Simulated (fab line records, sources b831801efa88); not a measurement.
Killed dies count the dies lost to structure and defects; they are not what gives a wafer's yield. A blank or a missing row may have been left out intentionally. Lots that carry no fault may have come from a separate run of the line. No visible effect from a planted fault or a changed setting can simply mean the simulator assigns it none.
fab line records | flow sky130 | part 1 of 2: steps 1 to 22 of 23
[record] lots = 7 | wafers = 21 | last-day = 51
route steps=708 shown CAP2M@614 METAL4@621 PAD_OPEN@708
lots with no fault: from the same line, run without faults
start-h: start of the lot's first displayed wafer, in hours after the record's first day | wait-h: hours since the lot's step before | " identical to the entry in the row above | L1.1+2: a row that stands for several wafers | - no value, or no start given | * or withheld: withheld | < > ~ a bound
route shown NAME@n: names a module that has steps shown in the file, with the first one's number in the route | usual: mean/standard deviation of fault-free wafers | same: alike in all rows | chamber/n: place in a boat | sites: each site's reading | _std_site: standard deviation of those values | _edge_site: inner sites' mean taken away from outer sites' mean | radius-mm: for every site, how far away it sits from the centre of the wafer | mask NAME#n: copy n | behind: the last tool/chamber to shape the wafer | hold: why the lot went on hold/how many hours it stayed there/how the hold came to an end | device: whichever transistor did not switch (one of n, p or np) | end of line: the route-end tests of the same wafers | a step without rows: its recipe alone | killed: at the first sort, the dies lost to defects and structure; wafer yield is something else | map: the dies of a wafer, with x for killed, . for not killed, _ for no die there
set.NAME: the setting that was run; set.NAME@STEP: the one run at that earlier step | model.NAME: the simulator's own value behind a step, which no gauge read
certain route steps with their lots: each step a table, each wafer a row
services: when a tool's chamber went out of use (start-h, in hours from the record's first day, below 0 if earlier), for how many hours, and the reason
[[steps]]
[step SKY_CAP2M_DEVELOP_11]
[recipe] resist = NOVOLAK | developer = TMAH | develop-time-s = 60 | dev-temp-c = 23
[step SKY_CAP2M_OVL_MEAS_12]
[usual] CAP2M_OVL = 0.6/1.3
lot.wafer | tool       | chamber | start-h | wait-h | CAP2M_OVL[nm]
L837.1    | overlay-02 | -       | 1034.57 | 0.1    | 1.3
L837.2    | "          | -       | "       | "      | 0.1
L837.5    | "          | -       | "       | "      | 1.6
L839.1    | overlay-02 | -       | 1044.37 | 0.1    | 0.2
L839.3    | "          | -       | "       | "      | 2.0
L839.4    | "          | -       | "       | "      | 0.8
L840.2    | overlay-02 | -       | 1054.95 | 0.1    | 1.6
L840.3    | "          | -       | "       | "      | -3.6
L840.5    | "          | -       | "       | "      | 0.4
L841.3    | overlay-02 | -       | 1057.78 | 0.1    | 1.7
L841.4    | "          | -       | "       | "      | 1.0
L841.6    | "          | -       | "       | "      | 1.8
L844.1    | overlay-01 | -       | 1074.99 | 0.1    | 2.0
L844.4    | "          | -       | "       | "      | 0.5
L844.5    | "          | -       | "       | "      | 1.4
L848.1    | overlay-02 | -       | 1099.91 | 0.1    | 2.0
L848.3    | "          | -       | "       | "      | 1.5
L848.6    | "          | -       | "       | "      | -0.1
L851.2    | overlay-01 | -       | 1116.70 | 0.1    | 0.2
L851.4    | "          | -       | "       | "      | 0.1
L851.6    | "          | -       | "       | "      | 0.3
[step SKY_CAP2M_METAL_ETCH_13]
[recipe] target-depth-nm = 220 | stop-on = SiO2 | chemistry = Cl2/BCl3 | target = TiN | pressure-mtorr = 10 | icp-w = 900 | bias-w = 48.5 | Cl2_flow_sccm = 60 | bcl3-flow-sccm = 30 | time-s = 62.9
[usual] bias-w = 48.49/0.14 | drypump-motor-current-A = 5.6/0.5 | oes-product-au = 0.939/0.0099 | throttle-valve-pct = 21.902/0.01
[same] time-s = 62.9
lot.wafer | tool         | chamber | start-h | wait-h | bias-w | drypump-motor-current-A | oes-product-au | rf-hours-counter-h | throttle-valve-pct
L837.1    | rie-metal-04 | 0       | 1034.61 | 0.0    | 48.81  | 6.4                     | 0.947          | 13                 | 21.900
L837.2    | "            | 1       | "       | "      | 48.53  | 5.2                     | 0.929          | 14                 | 21.895
L837.5    | "            | 1       | "       | "      | 48.48  | 5.2                     | 0.922          | -                  | 21.917
L839.1    | rie-metal-01 | 1       | 1044.41 | 0.0    | 48.66  | 5.0                     | 0.938          | 21                 | 21.898
L839.3    | "            | 0       | "       | "      | 48.22  | 5.6                     | 0.933          | -                  | 21.917
L839.4    | "            | 1       | "       | "      | 48.81  | 5.0                     | 0.936          | -                  | 21.898
L840.2    | rie-metal-04 | 1       | 1054.98 | 0.0    | 48.78  | 5.2                     | 0.937          | 16                 | 21.905
L840.3    | "            | 1       | "       | "      | 48.45  | 5.2                     | 0.941          | -                  | 21.894
L840.5    | "            | 1       | "       | "      | 48.59  | 5.2                     | 0.945          | -                  | 21.904
L841.3    | rie-metal-01 | 1       | 1057.83 | 0.0    | 48.45  | 5.0                     | 0.938          | -                  | 21.900
L841.4    | "            | 0       | "       | "      | 48.34  | 5.6                     | 0.946          | -                  | 21.890
L841.6    | "            | 0       | "       | "      | 48.39  | 5.6                     | 0.950          | -                  | 21.880
L844.1    | rie-metal-01 | 0       | 1075.03 | 0.0    | 48.18  | 5.6                     | 0.923          | 20                 | 21.913
L844.4    | "            | 0       | "       | "      | 48.34  | 5.6                     | 0.926          | -                  | 21.903
L844.5    | "            | 1       | "       | "      | 48.35  | 5.0                     | 0.941          | -                  | 21.919
L848.1    | rie-metal-01 | 0       | 1099.94 | 0.0    | 48.56  | 5.6                     | 0.947          | 22                 | 21.886
L848.3    | "            | 1       | "       | "      | 48.73  | 5.0                     | 0.939          | -                  | 21.900
L848.6    | "            | 0       | "       | "      | 48.30  | 5.6                     | 0.951          | -                  | 21.906
L851.2    | rie-metal-01 | 0       | 1116.75 | 0.0    | 48.45  | 5.6                     | 0.922          | -                  | 21.908
L851.4    | "            | 0       | "       | "      | 48.40  | 5.6                     | 0.933          | -                  | 21.898
L851.6    | "            | 0       | "       | "      | 48.39  | 5.6                     | 0.940          | -                  | 21.902
[step SKY_CAP2M_STRIP_14]
[recipe] chemistry = O2/N2 | power-w = 1400 | pressure-mtorr = 1500 | platen-temp-c = withheld | o2-flow-sccm = 3000 | n2-flow-sccm = 300 | overash-fraction = 0.5
[usual] drypump-motor-current-A = 5.6/0.31 | oes-product-au = 0.710/0.0045 | strip-time-to-endpoint-s = 12.65/0.052
lot.wafer | tool            | chamber | start-h | wait-h | drypump-motor-current-A | oes-product-au | rf-hours-counter-h | strip-time-to-endpoint-s
L837.1    | plasma-asher-03 | 0       | 1034.68 | 0.1    | 5.3                     | 0.709          | 88                 | 12.76
L837.2    | "               | 1       | "       | "      | 5.6                     | 0.710          | 88                 | 12.76
L837.5    | "               | 0       | "       | "      | 5.3                     | 0.713          | -                  | 12.81
L839.1    | plasma-asher-03 | 0       | 1044.48 | 0.1    | 5.3                     | 0.714          | 89                 | 12.67
L839.3    | "               | 0       | "       | "      | 5.3                     | 0.706          | -                  | 12.65
L839.4    | "               | 1       | "       | "      | 5.6                     | 0.709          | -                  | 12.69
L840.2    | plasma-asher-01 | 1       | 1055.05 | 0.1    | 5.8                     | 0.712          | 31                 | 12.66
L840.3    | "               | 0       | "       | "      | 6.0                     | 0.702          | -                  | 12.66
L840.5    | "               | 0       | "       | "      | 6.0                     | 0.708          | -                  | 12.65
L841.3    | plasma-asher-03 | 1       | 1057.92 | 0.1    | 5.6                     | 0.705          | -                  | 12.69
L841.4    | "               | 0       | "       | "      | 5.3                     | 0.714          | -                  | 12.66
L841.6    | "               | 0       | "       | "      | 5.3                     | 0.707          | -                  | 12.69
L844.1    | plasma-asher-04 | 1       | 1075.10 | 0.1    | 5.8                     | 0.713          | 63                 | 12.58
L844.4    | "               | 1       | "       | "      | 5.8                     | 0.703          | -                  | 12.61
L844.5    | "               | 0       | "       | "      | 5.2                     | 0.710          | -                  | 12.57
L848.1    | plasma-asher-04 | 0       | 1100.02 | 0.1    | 5.2                     | 0.708          | 66                 | 12.55
L848.3    | "               | 0       | "       | "      | 5.2                     | 0.706          | -                  | 12.62
L848.6    | "               | 0       | "       | "      | 5.2                     | 0.710          | -                  | 12.56
L851.2    | plasma-asher-04 | 0       | 1116.88 | 0.1    | 5.2                     | 0.715          | 68                 | 12.66
L851.4    | "               | 0       | "       | "      | 5.1                     | 0.711          | -                  | 12.63
L851.6    | "               | 1       | "       | "      | 5.8                     | 0.719          | -                  | 12.67
[step SKY_CAP2M_STRIP_15]
[recipe] chemistry = post-etch-residue-remover | time-s = 1200 | temp-c = 72.5
[step SKY_CAP2M_CLEAN_16]
[recipe] chemistry = IPA | time-s = 180 | temp-c = 25
[step SKY_CAP2M_CLEAN_17]
[recipe] chemistry = O3/DIW | dry = n2-spin
[step SKY_METAL4_DEHYDRATE_05]
[recipe] temp-c = 200 | time-s = 60
[step SKY_METAL4_HMDS_06]
[recipe] prime-time-s = 60 | prime-temp-c = 120
[step SKY_METAL4_COAT_07]
[recipe] resist = BARC | temp-c = withheld | time-s = withheld | spin-rpm = 3000 | resist-thk-nm = 59.38
[step SKY_METAL4_COAT_08]
[recipe] resist = KrF-thick | spin-rpm = 3000 | resist-thk-nm = 1140
[step SKY_METAL4_SOFTBAKE_09]
[recipe] temp-c = 100 | time-s = 90 | resist = KrF-thick
[step SKY_METAL4_EXPOSE_10]
[recipe] mask-id = MM4 | na = 0.68 | source-shape = annular | sigma-inner = 0.4 | sigma-outer = 0.8 | target-cd-nm = 300 | dose-mj = 28
[usual] exposure-dose-mJ-cm2 = 27.931/0.026 | focus-offset-nm = 0.0/0.59
lot.wafer | tool           | chamber | start-h | wait-h | mask  | exposure-dose-mJ-cm2 | focus-offset-nm
L837.1    | krf-scanner-02 | 0       | 1046.46 | -      | MM4#0 | 27.908               | 0.7
L837.2    | "              | 0       | "       | "      | MM4#0 | 27.941               | 1.5
L837.5    | "              | 0       | "       | "      | MM4#0 | 27.932               | 0.8
L839.1    | krf-scanner-01 | 0       | 1057.41 | -      | MM4#0 | 27.950               | -0.4
L839.3    | "              | 0       | "       | "      | MM4#0 | 27.941               | 0.1
L839.4    | "              | 0       | "       | "      | MM4#0 | 27.960               | -0.6
L840.2    | krf-scanner-01 | 0       | 1066.09 | -      | MM4#0 | 25.674               | 0.5
L840.3    | "              | 0       | "       | "      | MM4#0 | 25.687               | 0.9
L840.5    | "              | 0       | "       | "      | MM4#0 | 25.725               | 0.8
L841.3    | krf-scanner-01 | 0       | 1068.75 | -      | MM4#0 | 25.682               | -0.6
L841.4    | "              | 0       | "       | "      | MM4#0 | 25.702               | -0.1
L841.6    | "              | 0       | "       | "      | MM4#0 | 25.717               | -0.2
L844.1    | krf-scanner-01 | 0       | 1086.94 | -      | MM4#0 | 26.508               | -1.3
L844.4    | "              | 0       | "       | "      | MM4#0 | 26.516               | -0.4
L844.5    | "              | 0       | "       | "      | MM4#0 | 26.478               | -0.2
L848.1    | krf-scanner-02 | 0       | 1111.23 | -      | MM4#0 | 27.954               | -0.5
L848.3    | "              | 0       | "       | "      | MM4#0 | 27.931               | 0.5
L848.6    | "              | 0       | "       | "      | MM4#0 | 27.928               | -0.4
L851.2    | krf-scanner-02 | 0       | 1128.24 | -      | MM4#0 | 27.868               | 0.3
L851.4    | "              | 0       | "       | "      | MM4#0 | 27.903               | 0.7
L851.6    | "              | 0       | "       | "      | MM4#0 | 27.879               | -0.2
[step SKY_METAL4_PEB_11]
[recipe] peb-temp-c = withheld | peb-time-s = withheld | resist = KrF-thick
[step SKY_METAL4_DEVELOP_12]
[recipe] develop-time-s = 60 | resist = KrF-thick | dev-temp-c = 21
[step SKY_METAL4_CD_MEAS_13]
[recipe] target-cd-nm = 300
[usual] cd-nm = 300.2/1.5
lot.wafer | tool      | chamber | start-h | wait-h | cd-nm
L837.1    | cd-sem-01 | -       | 1058.42 | -      | 300.2
L837.2    | "         | -       | "       | "      | 302.2
L837.5    | "         | -       | "       | "      | 301.0
L839.1    | cd-sem-01 | -       | 1067.73 | -      | 297.8
L839.3    | "         | -       | "       | "      | 297.9
L839.4    | "         | -       | "       | "      | 296.9
L840.2    | cd-sem-01 | -       | 1077.08 | -      | 313.9
L840.3    | "         | -       | "       | "      | 314.0
L840.5    | "         | -       | "       | "      | 314.8
L841.3    | cd-sem-01 | -       | 1080.05 | -      | 316.6
L841.4    | "         | -       | "       | "      | 317.2
L841.6    | "         | -       | "       | "      | 315.5
L844.1    | cd-sem-01 | -       | 1097.47 | -      | 308.7
L844.4    | "         | -       | "       | "      | 307.5
L844.5    | "         | -       | "       | "      | 309.8
L848.1    | cd-sem-01 | -       | 1121.37 | -      | 298.4
L848.3    | "         | -       | "       | "      | 298.4
L848.6    | "         | -       | "       | "      | 300.2
L851.2    | cd-sem-01 | -       | 1137.63 | -      | 301.6
L851.4    | "         | -       | "       | "      | 303.1
L851.6    | "         | -       | "       | "      | 303.0
[step SKY_METAL4_OVL_MEAS_14]
[usual] METAL4_OVL = -1/5.5
lot.wafer | tool       | chamber | start-h | wait-h | METAL4_OVL[nm]
L837.1    | overlay-02 | -       | 1058.54 | 0.1    | -6
L837.2    | "          | -       | "       | "      | -3
L837.5    | "          | -       | "       | "      | -1
L839.1    | overlay-02 | -       | 1067.85 | 0.1    | -5
L839.3    | "          | -       | "       | "      | -6
L839.4    | "          | -       | "       | "      | -9
L840.2    | overlay-01 | -       | 1077.19 | 0.1    | -14
L840.3    | "          | -       | "       | "      | -2
L840.5    | "          | -       | "       | "      | -7
L841.3    | overlay-02 | -       | 1080.14 | 0.1    | -7
L841.4    | "          | -       | "       | "      | 7
L841.6    | "          | -       | "       | "      | -1
L844.1    | overlay-02 | -       | 1097.59 | 0.1    | 4
L844.4    | "          | -       | "       | "      | -6
L844.5    | "          | -       | "       | "      | -6
L848.1    | overlay-02 | -       | 1121.49 | 0.1    | -13
L848.3    | "          | -       | "       | "      | -5
L848.6    | "          | -       | "       | "      | -2
L851.2    | overlay-01 | -       | 1137.73 | 0.1    | -1
L851.4    | "          | -       | "       | "      | 1
L851.6    | "          | -       | "       | "      | 8
[step SKY_METAL4_DESCUM_15]
[recipe] chemistry = O2 | source-power-w = 150 | bias-power-w = 0 | pressure-mtorr = 10 | temp-c = 40 | time-s = 8
[usual] drypump-motor-current-A = 5.7/0.53 | oes-product-au = 1.000/0.01 | temp-c = 39.98/0.12
[same] time-s = 8
lot.wafer | tool         | chamber | start-h | wait-h | drypump-motor-current-A | oes-product-au | rf-hours-counter-h | temp-c | model.METAL4.cd-nm
L837.1    | rie-metal-04 | 0       | 1058.58 | 0.0    | 6.4                     | 1.010          | 14                 | 40.08  | 300.1
L837.2    | "            | 1       | "       | "      | 5.2                     | 0.981          | 16                 | 39.88  | 302.3
L837.5    | "            | 1       | "       | "      | 5.2                     | 0.977          | -                  | 39.89  | 301.3
L839.1    | rie-metal-04 | 1       | 1067.88 | 0.0    | 5.2                     | 0.991          | 16                 | 40.14  | 297.8
L839.3    | "            | 0       | "       | "      | 6.4                     | 0.999          | -                  | 40.09  | 298.3
L839.4    | "            | 1       | "       | "      | 5.2                     | 0.992          | -                  | 40.08  | 297.1
L840.2    | rie-metal-04 | 0       | 1077.22 | 0.0    | 6.4                     | 0.996          | 16                 | 39.99  | 314
L840.3    | "            | 1       | "       | "      | 5.2                     | 0.989          | -                  | 40.14  | 314.1
L840.5    | "            | 0       | "       | "      | 6.4                     | 0.990          | -                  | 39.91  | 315
L841.3    | rie-metal-03 | 1       | 1080.17 | 0.0    | 6.0                     | 1.007          | -                  | 40.00  | 316.9
L841.4    | "            | 0       | "       | "      | 5.1                     | 0.994          | -                  | 39.90  | 316.6
L841.6    | "            | 0       | "       | "      | 5.1                     | 0.987          | -                  | 40.03  | 314.9
L844.1    | rie-metal-04 | 0       | 1097.63 | 0.0    | 6.4                     | 0.998          | 17                 | 39.84  | 308.8
L844.4    | "            | 0       | "       | "      | 6.4                     | 0.997          | -                  | 39.90  | 307.9
L844.5    | "            | 0       | "       | "      | 6.4                     | 0.996          | -                  | 40.06  | 309.7
L848.1    | rie-metal-03 | 1       | 1121.53 | 0.0    | 6.1                     | 1.007          | 20                 | 39.98  | 299
L848.3    | "            | 1       | "       | "      | 6.1                     | 0.999          | -                  | 39.87  | 299
L848.6    | "            | 1       | "       | "      | 6.1                     | 0.996          | -                  | 40.08  | 300.4
L851.2    | rie-metal-03 | 1       | 1137.76 | 0.0    | 6.1                     | 1.008          | 22                 | 39.86  | 302.1
L851.4    | "            | 0       | "       | "      | 5.1                     | 1.001          | -                  | 39.91  | 303.4
L851.6    | "            | 1       | "       | "      | 6.1                     | 1.011          | -                  | 39.88  | 303.6
[step SKY_METAL4_ETCH_16]
[recipe] chemistry = N2/H2 | target = BARC | ion-energy-ev = 200 | bias-w = 100 | pressure-mtorr = 30 | n2-flow-sccm = 100 | h2-flow-sccm = 200 | icp-w = 500 | stop-on = SiO2 | time-s = 88.2 | target-depth-a = 600
[usual] bias-w = 100.0/0.32 | drypump-motor-current-A = 5.7/0.53 | oes-product-au = 0.623/0.0045 | throttle-valve-pct = 13.204/0.0092
[same] time-s = 88.2
lot.wafer | tool         | chamber | start-h | wait-h | bias-w | drypump-motor-current-A | oes-product-au | rf-hours-counter-h | throttle-valve-pct
L837.1    | rie-metal-04 | 0       | 1058.61 | 0.0    | 100.1  | 6.4                     | 0.626          | 14                 | 13.208
L837.2    | "            | 1       | "       | "      | 99.8   | 5.2                     | 0.623          | 16                 | 13.215
L837.5    | "            | 1       | "       | "      | 99.6   | 5.2                     | 0.630          | -                  | 13.199
L839.1    | rie-metal-04 | 1       | 1067.92 | 0.0    | 99.7   | 5.2                     | 0.625          | 17                 | 13.201
L839.3    | "            | 0       | "       | "      | 100.0  | 6.4                     | 0.628          | -                  | 13.199
L839.4    | "            | 1       | "       | "      | 99.5   | 5.2                     | 0.631          | -                  | 13.212
L840.2    | rie-metal-04 | 0       | 1077.25 | 0.0    | 99.9   | 6.4                     | 0.620          | 16                 | 13.207
L840.3    | "            | 1       | "       | "      | 99.8   | 5.2                     | 0.624          | -                  | 13.206
L840.5    | "            | 0       | "       | "      | 100.0  | 6.4                     | 0.632          | -                  | 13.216
L841.3    | rie-metal-03 | 1       | 1080.23 | 0.0    | 99.9   | 6.1                     | 0.625          | -                  | 13.217
L841.4    | "            | 0       | "       | "      | 99.7   | 5.1                     | 0.630          | -                  | 13.193
L841.6    | "            | 0       | "       | "      | 99.8   | 5.1                     | 0.620          | -                  | 13.191
L844.1    | rie-metal-04 | 0       | 1097.66 | 0.0    | 100.4  | 6.4                     | 0.627          | 17                 | 13.214
L844.4    | "            | 0       | "       | "      | 100.3  | 6.4                     | 0.618          | -                  | 13.212
L844.5    | "            | 0       | "       | "      | 100.4  | 6.4                     | 0.620          | -                  | 13.205
L848.1    | rie-metal-03 | 1       | 1121.59 | 0.1    | 100.2  | 6.1                     | 0.614          | 20                 | 13.216
L848.3    | "            | 1       | "       | "      | 100.5  | 6.1                     | 0.628          | -                  | 13.198
L848.6    | "            | 1       | "       | "      | 100.2  | 6.1                     | 0.626          | -                  | 13.200
L851.2    | rie-metal-03 | 1       | 1137.80 | 0.0    | 99.6   | 6.1                     | 0.618          | 22                 | 13.199
L851.4    | "            | 0       | "       | "      | 99.6   | 5.1                     | 0.615          | -                  | 13.197
L851.6    | "            | 1       | "       | "      | 99.8   | 6.1                     | 0.623          | -                  | 13.198
[step SKY_METAL4_ETCH_17]
[recipe] target = SiO2 | stop-on = TiN | chemistry = C4F8/O2/Ar | source-w = 1500 | bias-w = 1200 | pressure-mtorr = 40 | c4f8-flow-sccm = withheld | O2_flow_sccm = 6 | Ar_flow_sccm = 300 | time-s = 3.9 | target-depth-a = 150
[usual] bias-w = 1200/4 | oes-product-au = 0.752/0.0069
[same] time-s = 3.9
lot.wafer | tool        | chamber | start-h | wait-h | bias-w | oes-product-au | rf-hours-counter-h
L837.1    | rie-diel-01 | 3       | 1058.71 | 0.1    | 1197   | 0.745          | 26
L837.2    | "           | 2       | "       | "      | 1203   | 0.753          | 16
L837.5    | "           | 2       | "       | "      | 1199   | 0.745          | -
L839.1    | rie-diel-01 | 3       | 1068.01 | 0.1    | 1203   | 0.742          | 27
L839.3    | "           | 1       | "       | "      | 1203   | 0.756          | 23
L839.4    | "           | 0       | "       | "      | 1201   | 0.751          | 14
L840.2    | rie-diel-03 | 2       | 1077.35 | 0.1    | 1200   | 0.742          | 9
L840.3    | "           | 1       | "       | "      | 1199   | 0.752          | 13
L840.5    | "           | 0       | "       | "      | 1197   | 0.758          | -
L841.3    | rie-diel-03 | 3       | 1080.29 | 0.0    | 1202   | 0.761          | 7
L841.4    | "           | 2       | "       | "      | 1204   | 0.761          | 9
L841.6    | "           | 0       | "       | "      | 1202   | 0.763          | -
L844.1    | rie-diel-01 | 0       | 1097.76 | 0.1    | 1202   | 0.758          | 14
L844.4    | "           | 2       | "       | "      | 1196   | 0.757          | 17
L844.5    | "           | 0       | "       | "      | 1199   | 0.763          | -
L848.1    | rie-diel-01 | 3       | 1121.79 | 0.2    | 1196   | 0.733          | 29
L848.3    | "           | 1       | "       | "      | 1197   | 0.741          | 25
L848.6    | "           | 1       | "       | "      | 1199   | 0.741          | -
L851.2    | rie-diel-01 | 1       | 1137.89 | 0.1    | 1196   | 0.748          | 25
L851.4    | "           | 1       | "       | "      | 1202   | 0.756          | -
L851.6    | "           | 0       | "       | "      | 1205   | 0.753          | -
[step SKY_METAL4_METAL_ETCH_18]
[recipe] target-depth-a = 8450 | stop-on = SiO2 | over-etch-frac = 0.3 | time-s = 183.1 | chemistry = Cl2/BCl3 | resist-sidewall-deg = 88 | pressure-mtorr = 10 | icp-w = 900 | bias-w = 48.5 | Cl2_flow_sccm = 60 | bcl3-flow-sccm = 30
[usual] bias-w = 48.51/0.15 | drypump-motor-current-A = 5.6/0.49 | oes-product-au = 0.872/0.0065 | throttle-valve-pct = 22.265/0.01
[same] time-s = 183.1
lot.wafer | tool         | chamber | start-h | wait-h | bias-w | drypump-motor-current-A | oes-product-au | rf-hours-counter-h | throttle-valve-pct | model.METAL4.cd-nm
L837.1    | rie-metal-01 | 1       | 1058.73 | 0.0    | 48.35  | 5.0                     | 0.882          | 22                 | 22.251             | 304.1
L837.2    | "            | 0       | "       | "      | 48.66  | 5.6                     | 0.878          | 20                 | 22.272             | 300.8
L837.5    | "            | 1       | "       | "      | 48.57  | 5.0                     | 0.871          | -                  | 22.274             | 304.1
L839.1    | rie-metal-03 | 1       | 1068.03 | 0.0    | 48.38  | 6.0                     | 0.868          | 15                 | 22.256             | 292.5
L839.3    | "            | 0       | "       | "      | 48.18  | 5.1                     | 0.874          | -                  | 22.252             | 299.9
L839.4    | "            | 1       | "       | "      | 48.37  | 6.0                     | 0.864          | -                  | 22.289             | 294.1
L840.2    | rie-metal-03 | 1       | 1077.37 | 0.0    | 48.32  | 6.1                     | 0.876          | 16                 | 22.295             | 313.9
L840.3    | "            | 0       | "       | "      | 48.62  | 5.1                     | 0.883          | -                  | 22.267             | 319.9
L840.5    | "            | 1       | "       | "      | 48.25  | 6.1                     | 0.878          | -                  | 22.264             | 315.8
L841.3    | rie-metal-04 | 1       | 1080.37 | 0.1    | 48.82  | 5.2                     | 0.864          | -                  | 22.258             | 317.1
L841.4    | "            | 0       | "       | "      | 48.43  | 6.4                     | 0.868          | -                  | 22.275             | 316.6
L841.6    | "            | 1       | "       | "      | 48.49  | 5.2                     | 0.874          | -                  | 22.270             | 312.9
L844.1    | rie-metal-01 | 1       | 1097.78 | 0.0    | 48.48  | 5.0                     | 0.869          | 24                 | 22.266             | 314
L844.4    | "            | 1       | "       | "      | 48.51  | 5.0                     | 0.872          | -                  | 22.261             | 311.6
L844.5    | "            | 0       | "       | "      | 48.30  | 5.7                     | 0.872          | -                  | 22.260             | 311.9
L848.1    | rie-metal-01 | 0       | 1121.81 | 0.0    | 48.42  | 5.6                     | 0.870          | 25                 | 22.256             | 303.7
L848.3    | "            | 0       | "       | "      | 48.49  | 5.7                     | 0.878          | -                  | 22.261             | 304.2
L848.6    | "            | 0       | "       | "      | 48.53  | 5.7                     | 0.879          | -                  | 22.264             | 304.3
L851.2    | rie-metal-01 | 0       | 1137.97 | 0.1    | 48.31  | 5.6                     | 0.872          | -                  | 22.261             | 306.1
L851.4    | "            | 0       | "       | "      | 48.64  | 5.7                     | 0.871          | -                  | 22.279             | 306.5
L851.6    | "            | 0       | "       | "      | 48.42  | 5.6                     | 0.872          | -                  | 22.273             | 305.5
[step SKY_METAL4_STRIP_19]
[recipe] chemistry = O2/N2 | power-w = 1400 | pressure-mtorr = 1500 | platen-temp-c = withheld | o2-flow-sccm = 3000 | n2-flow-sccm = 300 | overash-fraction = 0.5
[usual] drypump-motor-current-A = 5.7/0.3 | oes-product-au = 0.501/0.0054 | strip-time-to-endpoint-s = 6.52/0.081
lot.wafer | tool            | chamber | start-h | wait-h | drypump-motor-current-A | oes-product-au | rf-hours-counter-h | strip-time-to-endpoint-s
L837.1    | plasma-asher-01 | 0       | 1058.90 | 0.1    | 6.0                     | 0.505          | 31                 | 6.45
L837.2    | "               | 1       | "       | "      | 5.8                     | 0.496          | 31                 | 6.42
L837.5    | "               | 0       | "       | "      | 6.0                     | 0.503          | -                  | 6.43
L839.1    | plasma-asher-04 | 1       | 1068.21 | 0.1    | 5.9                     | 0.493          | 62                 | 6.47
L839.3    | "               | 0       | "       | "      | 5.2                     | 0.503          | -                  | 6.50
L839.4    | "               | 1       | "       | "      | 5.8                     | 0.501          | -                  | 6.49
L840.2    | plasma-asher-01 | 1       | 1077.54 | 0.1    | 5.8                     | 0.504          | 33                 | 6.52
L840.3    | "               | 0       | "       | "      | 6.0                     | 0.504          | -                  | 6.66
L840.5    | "               | 0       | "       | "      | 6.0                     | 0.503          | -                  | 6.50
L841.3    | plasma-asher-02 | 0       | 1080.52 | 0.1    | 6.0                     | 0.499          | -                  | 6.61
L841.4    | "               | 1       | "       | "      | 5.6                     | 0.507          | -                  | 6.62
L841.6    | "               | 0       | "       | "      | 6.1                     | 0.504          | -                  | 6.61
L844.1    | plasma-asher-04 | 1       | 1097.95 | 0.1    | 5.8                     | 0.500          | 66                 | 6.46
L844.4    | "               | 0       | "       | "      | 5.2                     | 0.496          | -                  | 6.42
L844.5    | "               | 1       | "       | "      | 5.8                     | 0.482          | -                  | 6.39
L848.1    | plasma-asher-01 | 1       | 1122.17 | 0.3    | 5.8                     | 0.499          | 38                 | 6.53
L848.3    | "               | 1       | "       | "      | 5.8                     | 0.507          | -                  | 6.54
L848.6    | "               | 0       | "       | "      | 6.0                     | 0.505          | -                  | 6.50
L851.2    | plasma-asher-04 | 0       | 1138.27 | 0.2    | 5.1                     | 0.503          | 71                 | 6.46
L851.4    | "               | 1       | "       | "      | 5.9                     | 0.497          | -                  | 6.41
L851.6    | "               | 0       | "       | "      | 5.2                     | 0.495          | -                  | 6.43
[[key]]
[first-sign] step = SKY_METAL4_EXPOSE_10 | reading = exposure-dose-mJ-cm2 | direction = down | sigmas = 74 | usual = * | struck = *
[effect] step = SKY_METAL4_CD_MEAS_13 | reading = cd-nm | direction = up | sigmas = 8.8 | usual = 300.2 | struck = 313.1 | through = control-loop
[model-effect] step = SKY_METAL4_DESCUM_15 | value = METAL4.cd-nm | without = 300 | struck = 313.1
[model-effect] step = SKY_METAL4_METAL_ETCH_18 | value = METAL4.cd-nm | without = 301.7 | struck = 314.9
[model-effect] step = SKY_PAD_OPEN_PROBE_99 | value = etest.met4.width-nm | without = 301.5 | struck = 314.7
met-at SKY_METAL4_EXPOSE_10
struck-wafers L840.2,L840.3,L840.5,L841.3,L841.4,L841.6,L844.1,L844.4,L844.5
[loop-trim] step = SKY_METAL4_EXPOSE_10 | setting = dose | lots = L844
onset-between 1057.41 1066.09
[fault] kind = process-parameter-drift | tool = krf-scanner-01 | chamber = - | onset-h = 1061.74 | steps = SKY_METAL4_EXPOSE_10 | channel = dose-mj | offset = -2.2561 | shape = step | acts-in = these-recipes-only | stated = 28
// loop-trim: a control loop set the setting to another value than it would have without faults
